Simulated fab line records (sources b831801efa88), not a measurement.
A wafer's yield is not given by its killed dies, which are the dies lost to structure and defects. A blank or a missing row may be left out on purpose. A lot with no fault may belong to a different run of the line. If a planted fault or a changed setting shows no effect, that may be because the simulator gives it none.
fab line records ; flow sky130
[record] lots = 14; wafers = 42; last-day = 50
route steps=708 shown FIELD_ISO@14 VT_ADJUST_HVTP@91 VT_ADJUST_LVTN@107
lots with no fault: from the same line, run without faults
start-h: the number of hours between the record's first day and the start of the first shown wafer of the lot ; wait-h: hours from the lot's prior step to this one ; " unchanged from the row above ; L1.1+2: one row covering several wafers at once ; - no value, or no start given ; * or withheld: withheld ; < > ~ a bound
route shown NAME@n: a module of which the file shows steps, and the number in the route of the first ; usual: mean and standard deviation over wafers with no fault ; same: alike in all rows ; chamber/n: place in a boat ; sites: the reading at each site ; _std_site: standard deviation across them ; _edge_site: mean of outer sites minus mean of inner sites ; radius-mm: for every site, how far away it sits from the centre of the wafer ; mask NAME#n: copy n ; behind: the last tool/chamber to shape the wafer ; hold: the reason the lot was held/the length of the hold in hours/how it ended ; device: whichever transistor did not switch (one of n, p or np) ; end of line: the same wafers' tests at the end of the route ; step lacking rows: just its recipe ; killed: at the first sort, the dies lost to defects and structure; wafer yield is something else ; map: dies across one wafer; x = killed, . = not, _ = none there
set.NAME: the setting as run; set.NAME@STEP: as run at that earlier step ; model.NAME: the simulator's own value behind a step, which no gauge read
one table for each step of the route and one row for each wafer, over a sample of lots
services: the hour from which a tool's chamber was out of use, counted from the record's first day as start-h (under 0 if before that day), plus the number of hours and why
[[steps]]
[step SKY_FIELD_ISO_CD_MEAS_13]
[recipe] target-cd-nm = 150
[usual] cd-nm = 149.9/1.7
lot.wafer;tool;chamber;start-h;wait-h;cd-nm
L195.2;cd-sem-01;-;29.74;-;150.3
L195.4;cd-sem-01;-;29.74;-;151.7
L195.5;cd-sem-01;-;29.74;-;152.5
L196.2;cd-sem-01;-;34.23;-;149.7
L196.4;cd-sem-01;-;34.23;-;151.3
L196.6;cd-sem-01;-;34.23;-;150.8
L197.1;cd-sem-02;-;39.21;-;152.5
L197.2;cd-sem-02;-;39.21;-;150.7
L197.6;cd-sem-02;-;39.21;-;151.3
L202.2;cd-sem-02;-;67.88;-;151.4
L202.5;cd-sem-02;-;67.88;-;151.7
L202.6;cd-sem-02;-;67.88;-;151.1
L205.3;cd-sem-02;-;79.91;-;150.5
L205.4;cd-sem-02;-;79.91;-;148.8
L205.5;cd-sem-02;-;79.91;-;149.0
L206.2;cd-sem-01;-;86.08;-;151.3
L206.3;cd-sem-01;-;86.08;-;150.3
L206.5;cd-sem-01;-;86.08;-;151.0
L207.1;cd-sem-01;-;92.21;-;150.0
L207.5;cd-sem-01;-;92.21;-;149.8
L207.6;cd-sem-01;-;92.21;-;149.2
L209.3;cd-sem-01;-;101.65;-;152.8
L209.4;cd-sem-01;-;101.65;-;151.9
L209.5;cd-sem-01;-;101.65;-;151.7
L210.3;cd-sem-02;-;108.15;-;147.4
L210.5;cd-sem-02;-;108.15;-;148.4
L210.6;cd-sem-02;-;108.15;-;148.0
L211.1;cd-sem-02;-;112.61;-;149.2
L211.2;cd-sem-02;-;112.61;-;150.2
L211.6;cd-sem-02;-;112.61;-;150.8
L214.1;cd-sem-01;-;128.21;-;150.1
L214.3;cd-sem-01;-;128.21;-;151.1
L214.6;cd-sem-01;-;128.21;-;150.7
L216.4;cd-sem-02;-;139.57;-;151.8
L216.5;cd-sem-02;-;139.57;-;152.1
L216.6;cd-sem-02;-;139.57;-;150.3
L217.1;cd-sem-02;-;149.06;-;150.7
L217.4;cd-sem-02;-;149.06;-;148.9
L217.6;cd-sem-02;-;149.06;-;150.3
L218.1;cd-sem-02;-;155.06;-;148.9
L218.4;cd-sem-02;-;155.06;-;149.4
L218.6;cd-sem-02;-;155.06;-;148.8
[step SKY_FIELD_ISO_CMP_27]
[recipe] stop-on = Si3N4; t-overpolish-s = 16; down-force-psi = 4; platen-rpm = 60; target-thk-nm = 457.8; pad-velocity-m-s = 0.94248
[usual] edge-zone-pressure-frac = 1.001/0.0056; head-pressure-psi = 4.000/0.0082; motor-current-A = 12.0/1.5; overpolish-run-s = 15.999/0.0083; time-to-endpoint-s = 113/3.3
[same] t-overpolish-s = 16
lot.wafer;tool;chamber;start-h;wait-h;edge-zone-pressure-frac;head-pressure-psi;motor-current-A;overpolish-run-s;time-to-endpoint-s
L195.4;cmp-01;0;34.63;0.0;1.002;4.005;12.1;16.004;114
L195.2;cmp-01;3;34.63;0.0;1.004;3.998;10.2;16.000;116
L195.5;cmp-01;0;34.63;0.0;1.000;3.986;12.3;16.010;113
L196.2;cmp-01;3;41.80;0.0;1.003;3.993;10.9;16.003;105
L196.4;cmp-01;2;41.80;0.0;1.004;3.994;14.6;15.989;106
L196.6;cmp-01;3;41.80;0.0;1.004;4.005;10.4;15.992;109
L197.2;cmp-01;3;47.24;0.0;1.007;3.993;10.5;15.996;112
L197.1;cmp-01;0;47.24;0.0;1.003;4.007;12.3;15.996;114
L197.6;cmp-01;3;47.24;0.0;1.009;4.003;10.3;15.996;109
L202.2;cmp-02;1;73.67;0.0;1.008;4.017;8.9;16.000;110
L202.5;cmp-02;1;73.67;0.0;1.011;4.012;9.3;16.014;114
L202.6;cmp-02;2;73.67;0.0;0.998;4.000;12.2;15.984;114
L205.3;cmp-01;2;84.95;0.1;0.998;3.988;14.6;16.008;110
L205.4;cmp-01;3;84.95;0.1;0.991;3.994;10.6;16.001;109
L205.5;cmp-01;1;84.95;0.1;1.005;4.003;12.3;16.000;114
L206.2;cmp-02;3;91.58;0.1;1.004;3.998;12.1;16.008;114
L206.3;cmp-02;0;91.58;0.1;1.008;4.000;11.3;16.016;118
L206.5;cmp-02;3;91.58;0.1;1.002;4.003;12.0;16.005;113
L207.1;cmp-01;0;96.01;0.1;0.990;4.000;13.4;16.003;110
L207.5;cmp-01;2;96.01;0.1;1.006;4.003;14.3;16.001;110
L207.6;cmp-01;3;96.01;0.1;0.995;3.977;10.4;15.992;110
L209.3;cmp-01;1;106.35;0.0;1.000;4.002;12.1;15.998;113
L209.4;cmp-01;2;106.35;0.0;1.006;4.001;14.2;16.011;113
L209.5;cmp-01;2;106.35;0.0;0.999;4.007;14.0;15.997;110
L210.3;cmp-01;3;113.36;0.1;1.001;4.015;10.3;16.005;113
L210.6;cmp-01;1;113.36;0.1;1.000;4.012;12.4;15.982;114
L210.5;cmp-01;2;113.36;0.1;0.999;4.007;14.9;16.002;113
L211.2;cmp-01;2;117.26;0.1;0.996;4.002;14.8;15.985;116
L211.1;cmp-01;3;117.26;0.1;1.005;3.992;11.1;15.989;111
L211.6;cmp-01;1;117.26;0.1;0.998;4.002;11.7;16.001;114
L214.1;cmp-02;3;131.73;0.0;0.990;4.012;12.5;15.992;110
L214.3;cmp-02;2;131.73;0.0;0.995;3.996;13.0;16.004;115
L214.6;cmp-02;3;131.73;0.0;0.996;3.997;12.6;15.986;112
L216.4;cmp-01;3;143.04;0.0;0.993;4.011;10.9;15.994;115
L216.5;cmp-01;3;143.04;0.0;0.995;3.998;10.1;16.008;112
L216.6;cmp-01;0;143.04;0.0;0.995;4.002;12.3;15.976;114
L217.1;cmp-01;0;152.65;0.1;1.004;4.003;12.8;16.005;112
L217.4;cmp-01;1;152.65;0.1;0.995;4.008;11.9;16.012;113
L217.6;cmp-01;3;152.65;0.1;1.011;4.001;10.5;15.990;107
L218.4;cmp-02;1;160.09;0.1;0.992;3.998;9.2;15.992;113
L218.1;cmp-02;3;160.09;0.1;0.996;4.008;12.1;16.007;108
L218.6;cmp-02;1;160.09;0.1;0.997;4.004;9.4;16.012;112
[step SKY_VT_ADJUST_HVTP_DEVELOP_06]
[recipe] resist = NOVOLAK; developer = TMAH; develop-time-s = 60; dev-temp-c = 23
[usual] developer-temp-C = 23.02/0.11
lot.wafer;tool;chamber;start-h;wait-h;developer-temp-C
L195.2;litho-track-03;0;122.28;0.1;22.86
L195.4;litho-track-03;0;122.28;0.1;22.82
L195.5;litho-track-03;0;122.28;0.1;22.80
L196.2;litho-track-04;0;130.43;0.1;23.09
L196.4;litho-track-04;0;130.43;0.1;22.98
L196.6;litho-track-04;0;130.43;0.1;22.97
L197.1;litho-track-01;0;138.01;0.1;22.89
L197.2;litho-track-01;0;138.01;0.1;22.96
L197.6;litho-track-01;0;138.01;0.1;23.06
L202.2;litho-track-03;0;170.33;0.1;22.91
L202.5;litho-track-03;0;170.33;0.1;22.99
L202.6;litho-track-03;0;170.33;0.1;22.88
L205.3;litho-track-01;0;184.61;0.1;22.91
L205.4;litho-track-01;0;184.61;0.1;22.89
L205.5;litho-track-01;0;184.61;0.1;23.04
L206.2;litho-track-01;0;190.94;0.1;22.98
L206.3;litho-track-01;0;190.94;0.1;23.13
L206.5;litho-track-01;0;190.94;0.1;22.89
L207.1;litho-track-04;0;197.06;0.1;23.11
L207.5;litho-track-04;0;197.06;0.1;23.34
L207.6;litho-track-04;0;197.06;0.1;23.34
L209.3;litho-track-04;0;208.91;0.1;23.15
L209.4;litho-track-04;0;208.91;0.1;23.09
L209.5;litho-track-04;0;208.91;0.1;22.99
L210.3;litho-track-03;0;218.96;0.1;23.24
L210.5;litho-track-03;0;218.96;0.1;23.08
L210.6;litho-track-03;0;218.96;0.1;23.12
L211.1;litho-track-03;0;223.16;0.1;23.01
L211.2;litho-track-03;0;223.16;0.1;22.99
L211.6;litho-track-03;0;223.16;0.1;22.94
L214.1;litho-track-04;0;242.21;0.1;22.94
L214.3;litho-track-04;0;242.21;0.1;23.09
L214.6;litho-track-04;0;242.21;0.1;23.04
L216.4;litho-track-03;0;257.48;0.1;22.94
L216.5;litho-track-03;0;257.48;0.1;23.01
L216.6;litho-track-03;0;257.48;0.1;23.00
L217.1;litho-track-03;0;267.96;0.1;23.16
L217.4;litho-track-03;0;267.96;0.1;23.03
L217.6;litho-track-03;0;267.96;0.1;22.88
L218.1;litho-track-03;0;277.91;0.1;23.10
L218.4;litho-track-03;0;277.91;0.1;23.01
L218.6;litho-track-03;0;277.91;0.1;23.03
[step SKY_VT_ADJUST_HVTP_CD_MEAS_07]
[recipe] target-cd-nm = 380
[usual] cd-nm = 380.8/2.2
lot.wafer;tool;chamber;start-h;wait-h;cd-nm
L195.2;cd-sem-02;-;122.43;0.1;382.1
L195.4;cd-sem-02;-;122.43;0.1;379.4
L195.5;cd-sem-02;-;122.43;0.1;379.4
L196.2;cd-sem-01;-;130.58;0.1;381.5
L196.4;cd-sem-01;-;130.58;0.1;383.4
L196.6;cd-sem-01;-;130.58;0.1;381.2
L197.1;cd-sem-02;-;138.16;0.1;379.0
L197.2;cd-sem-02;-;138.16;0.1;380.0
L197.6;cd-sem-02;-;138.16;0.1;382.5
L202.2;cd-sem-02;-;170.48;0.1;380.7
L202.5;cd-sem-02;-;170.48;0.1;383.1
L202.6;cd-sem-02;-;170.48;0.1;383.1
L205.3;cd-sem-02;-;184.75;0.1;-
L205.4;cd-sem-02;-;184.75;0.1;-
L205.5;cd-sem-02;-;184.75;0.1;-
L206.2;cd-sem-01;-;191.08;0.1;-
L206.3;cd-sem-01;-;191.08;0.1;-
L206.5;cd-sem-01;-;191.08;0.1;-
L207.1;cd-sem-01;-;197.21;0.1;379.1
L207.5;cd-sem-01;-;197.21;0.1;377.5
L207.6;cd-sem-01;-;197.21;0.1;379.3
L209.3;cd-sem-02;-;209.05;0.1;377.1
L209.4;cd-sem-02;-;209.05;0.1;377.3
L209.5;cd-sem-02;-;209.05;0.1;375.1
L210.3;cd-sem-01;-;219.10;0.1;382.9
L210.5;cd-sem-01;-;219.10;0.1;382.1
L210.6;cd-sem-01;-;219.10;0.1;383.8
L211.1;cd-sem-02;-;223.31;0.1;379.0
L211.2;cd-sem-02;-;223.31;0.1;381.0
L211.6;cd-sem-02;-;223.31;0.1;379.7
L214.1;cd-sem-01;-;242.36;0.1;376.3
L214.3;cd-sem-01;-;242.36;0.1;376.9
L214.6;cd-sem-01;-;242.36;0.1;377.9
L216.4;cd-sem-01;-;257.62;0.1;379.9
L216.5;cd-sem-01;-;257.62;0.1;379.4
L216.6;cd-sem-01;-;257.62;0.1;379.4
L217.1;cd-sem-01;-;268.11;0.1;376.2
L217.4;cd-sem-01;-;268.11;0.1;375.7
L217.6;cd-sem-01;-;268.11;0.1;377.8
L218.1;cd-sem-02;-;278.06;0.1;380.9
L218.4;cd-sem-02;-;278.06;0.1;379.7
L218.6;cd-sem-02;-;278.06;0.1;380.1
[step SKY_VT_ADJUST_HVTP_OVL_MEAS_08]
[usual] VT_ADJUST_HVTP_OVL = -0.4/1.7
lot.wafer;tool;chamber;start-h;wait-h;VT_ADJUST_HVTP_OVL[nm]
L195.2;overlay-02;-;122.53;0.1;2.7
L195.4;overlay-02;-;122.53;0.1;2.2
L195.5;overlay-02;-;122.53;0.1;3.0
L196.2;overlay-01;-;130.68;0.1;-1.8
L196.4;overlay-01;-;130.68;0.1;-3.6
L196.6;overlay-01;-;130.68;0.1;-2.5
L197.1;overlay-01;-;138.28;0.1;-0.5
L197.2;overlay-01;-;138.28;0.1;-0.2
L197.6;overlay-01;-;138.28;0.1;-0.7
L202.2;overlay-01;-;170.58;0.1;2.1
L202.5;overlay-01;-;170.58;0.1;0.4
L202.6;overlay-01;-;170.58;0.1;1.4
L205.3;overlay-01;-;184.85;0.1;-
L205.4;overlay-01;-;184.85;0.1;-
L205.5;overlay-01;-;184.85;0.1;-
L206.2;overlay-01;-;191.19;0.1;-
L206.3;overlay-01;-;191.19;0.1;-
L206.5;overlay-01;-;191.19;0.1;-
L207.1;overlay-02;-;197.33;0.1;-1.3
L207.5;overlay-02;-;197.33;0.1;0.4
L207.6;overlay-02;-;197.33;0.1;0.7
L209.3;overlay-02;-;209.14;0.1;-2.6
L209.4;overlay-02;-;209.14;0.1;-1.9
L209.5;overlay-02;-;209.14;0.1;-3.0
L210.3;overlay-01;-;219.19;0.1;-1.0
L210.5;overlay-01;-;219.19;0.1;-0.3
L210.6;overlay-01;-;219.19;0.1;-1.6
L211.1;overlay-02;-;223.43;0.1;-1.0
L211.2;overlay-02;-;223.43;0.1;-0.8
L211.6;overlay-02;-;223.43;0.1;-0.2
L214.1;overlay-01;-;242.48;0.1;-1.9
L214.3;overlay-01;-;242.48;0.1;-1.6
L214.6;overlay-01;-;242.48;0.1;-0.1
L216.4;overlay-02;-;257.69;0.1;2.9
L216.5;overlay-02;-;257.69;0.1;3.3
L216.6;overlay-02;-;257.69;0.1;0.8
L217.1;overlay-01;-;268.23;0.1;-0.8
L217.4;overlay-01;-;268.23;0.1;-0.9
L217.6;overlay-01;-;268.23;0.1;0.6
L218.1;overlay-01;-;278.18;0.1;-0.7
L218.4;overlay-01;-;278.18;0.1;-1.1
L218.6;overlay-01;-;278.18;0.1;-3.1
[step SKY_VT_ADJUST_HVTP_TW_MEAS_11]
[usual] VT_ADJUST_HVTP_TW = 1359/12
lot.wafer;tool;chamber;start-h;wait-h;VT_ADJUST_HVTP_TW
L195.2;film-metro-01;-;122.82;0.1;1373
L195.4;film-metro-01;-;122.82;0.1;1365
L195.5;film-metro-01;-;122.82;0.1;1373
L196.2;film-metro-02;-;130.97;0.1;1362
L196.4;film-metro-02;-;130.97;0.1;1358
L196.6;film-metro-02;-;130.97;0.1;1364
L197.1;film-metro-03;-;138.57;0.1;1342
L197.2;film-metro-03;-;138.57;0.1;1346
L197.6;film-metro-03;-;138.57;0.1;1348
L202.2;film-metro-02;-;170.87;0.1;1368
L202.5;film-metro-02;-;170.87;0.1;1368
L202.6;film-metro-02;-;170.87;0.1;1371
L205.3;film-metro-01;-;185.14;0.1;30
L205.4;film-metro-01;-;185.14;0.1;30
L205.5;film-metro-01;-;185.14;0.1;30
L206.2;film-metro-02;-;191.48;0.1;30
L206.3;film-metro-02;-;191.48;0.1;30
L206.5;film-metro-02;-;191.48;0.1;30
L207.1;film-metro-01;-;197.61;0.1;1362
L207.5;film-metro-01;-;197.61;0.1;1365
L207.6;film-metro-01;-;197.61;0.1;1357
L209.3;film-metro-02;-;209.43;0.1;1374
L209.4;film-metro-02;-;209.43;0.1;1369
L209.5;film-metro-02;-;209.43;0.1;1369
L210.3;film-metro-02;-;219.48;0.1;1364
L210.5;film-metro-02;-;219.48;0.1;1363
L210.6;film-metro-02;-;219.48;0.1;1368
L211.1;film-metro-03;-;223.71;0.1;1347
L211.2;film-metro-03;-;223.71;0.1;1350
L211.6;film-metro-03;-;223.71;0.1;1346
L214.1;film-metro-03;-;242.76;0.1;1342
L214.3;film-metro-03;-;242.76;0.1;1343
L214.6;film-metro-03;-;242.76;0.1;1342
L216.4;film-metro-02;-;257.99;0.1;1362
L216.5;film-metro-02;-;257.99;0.1;1364
L216.6;film-metro-02;-;257.99;0.1;1359
L217.1;film-metro-02;-;268.51;0.1;1363
L217.4;film-metro-02;-;268.51;0.1;1358
L217.6;film-metro-02;-;268.51;0.1;1361
L218.1;film-metro-03;-;278.46;0.1;1335
L218.4;film-metro-03;-;278.46;0.1;1329
L218.6;film-metro-03;-;278.46;0.1;1329
[step SKY_VT_ADJUST_LVTN_TW_MEAS_10]
[usual] VT_ADJUST_LVTN_TW = 241.9/2.3
lot.wafer;tool;chamber;start-h;wait-h;VT_ADJUST_LVTN_TW
L195.2;film-metro-04;-;140.68;0.1;242.8
L195.4;film-metro-04;-;140.68;0.1;242.4
L195.5;film-metro-04;-;140.68;0.1;242.2
L196.2;film-metro-01;-;150.35;0.1;243.4
L196.4;film-metro-01;-;150.35;0.1;244.2
L196.6;film-metro-01;-;150.35;0.1;244.4
L197.1;film-metro-03;-;159.09;0.1;237.6
L197.2;film-metro-03;-;159.09;0.1;238.2
L197.6;film-metro-03;-;159.09;0.1;237.2
L202.2;film-metro-01;-;191.71;0.1;243.8
L202.5;film-metro-01;-;191.71;0.1;243.7
L202.6;film-metro-01;-;191.71;0.1;243.6
L205.3;film-metro-01;-;207.04;0.1;241.1
L205.4;film-metro-01;-;207.04;0.1;243.9
L205.5;film-metro-01;-;207.04;0.1;241.5
L206.2;film-metro-01;-;212.66;0.1;243.3
L206.3;film-metro-01;-;212.66;0.1;242.4
L206.5;film-metro-01;-;212.66;0.1;242.4
L207.1;film-metro-04;-;219.87;0.1;243.8
L207.5;film-metro-04;-;219.87;0.1;245.0
L207.6;film-metro-04;-;219.87;0.1;243.3
L209.3;film-metro-03;-;232.19;0.1;241.5
L209.4;film-metro-03;-;232.19;0.1;241.3
L209.5;film-metro-03;-;232.19;0.1;241.3
L210.3;film-metro-01;-;242.99;0.1;240.8
L210.5;film-metro-01;-;242.99;0.1;242.1
L210.6;film-metro-01;-;242.99;0.1;241.4
L211.1;film-metro-04;-;247.55;0.1;242.3
L211.2;film-metro-04;-;247.55;0.1;243.3
L211.6;film-metro-04;-;247.55;0.1;242.3
L214.1;film-metro-03;-;267.22;0.1;237.8
L214.3;film-metro-03;-;267.22;0.1;239.2
L214.6;film-metro-03;-;267.22;0.1;239.0
L216.4;film-metro-04;-;282.22;0.1;243.4
L216.5;film-metro-04;-;282.22;0.1;244.5
L216.6;film-metro-04;-;282.22;0.1;243.5
L217.1;film-metro-03;-;293.52;0.1;239.5
L217.4;film-metro-03;-;293.52;0.1;240.5
L217.6;film-metro-03;-;293.52;0.1;239.6
L218.1;film-metro-03;-;304.47;0.1;239.8
L218.4;film-metro-03;-;304.47;0.1;239.0
L218.6;film-metro-03;-;304.47;0.1;239.0
[[services]]
tool;chamber;start-h;hours;kind
cmp-02;-;45.05;0.5;repair
cmp-02;-;48.69;0.2;repair
cmp-01;-;64.00;4.0;pm
cmp-01;-;68.00;-;consumable-replace:conditioner
cmp-01;-;68.00;-;consumable-replace:pad
cmp-02;-;108.39;0.9;repair
cmp-01;-;120.62;0.6;repair
cmp-01;-;158.37;3.8;repair
cmp-01;-;193.18;15.2;pm
cmp-02;-;193.68;2.6;repair
cmp-02;-;212.53;5.2;pm
cmp-02;-;232.00;4.0;pm
cmp-02;-;236.00;-;consumable-replace:conditioner
cmp-02;-;236.00;-;consumable-replace:pad
cmp-02;-;237.24;6.1;pm
cmp-01;-;258.35;6.8;pm
[[key]]
[first-sign] step = SKY_VT_ADJUST_HVTP_CD_MEAS_07; reading = cd-nm; direction = missing
[effect] step = SKY_VT_ADJUST_HVTP_OVL_MEAS_08; reading = VT_ADJUST_HVTP_OVL; direction = missing
[effect] step = SKY_VT_ADJUST_HVTP_TW_MEAS_11; reading = VT_ADJUST_HVTP_TW; direction = down; sigmas = 99+; usual = 1359; struck = 30
met-at SKY_VT_ADJUST_HVTP_DEVELOP_06
struck-lots L205,L206
sort-left-out L205.3,L205.4,L205.5,L206.2,L206.3,L206.5
tester-left-out L205,L206
not-acting-at SKY_FIELD_ISO_CD_MEAS_13,SKY_FIELD_ISO_CMP_27,SKY_VT_ADJUST_LVTN_TW_MEAS_10
onset-between 138.01 184.61
[fault] kind = process-parameter-drift; tool = litho-track-01; chamber = -; onset-h = 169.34; steps = SKY_VT_ADJUST_HVTP_DEVELOP_06; channel = develop-time-s; offset = *; shape = step; end-h = 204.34; acts-in = *; stated = *
// tester-left-out: of these lots the tester's yield and bins aren't shown, on N5 and GAA mostly nor the transistor test; their killed dies are dies lost to structure and defects alone, not to doping, threshold or leakage, so they don't give the yield
// sort-left-out: the simulated sort isn't trusted on such a fault, so these wafers' sort isn't shown, and their yield isn't known
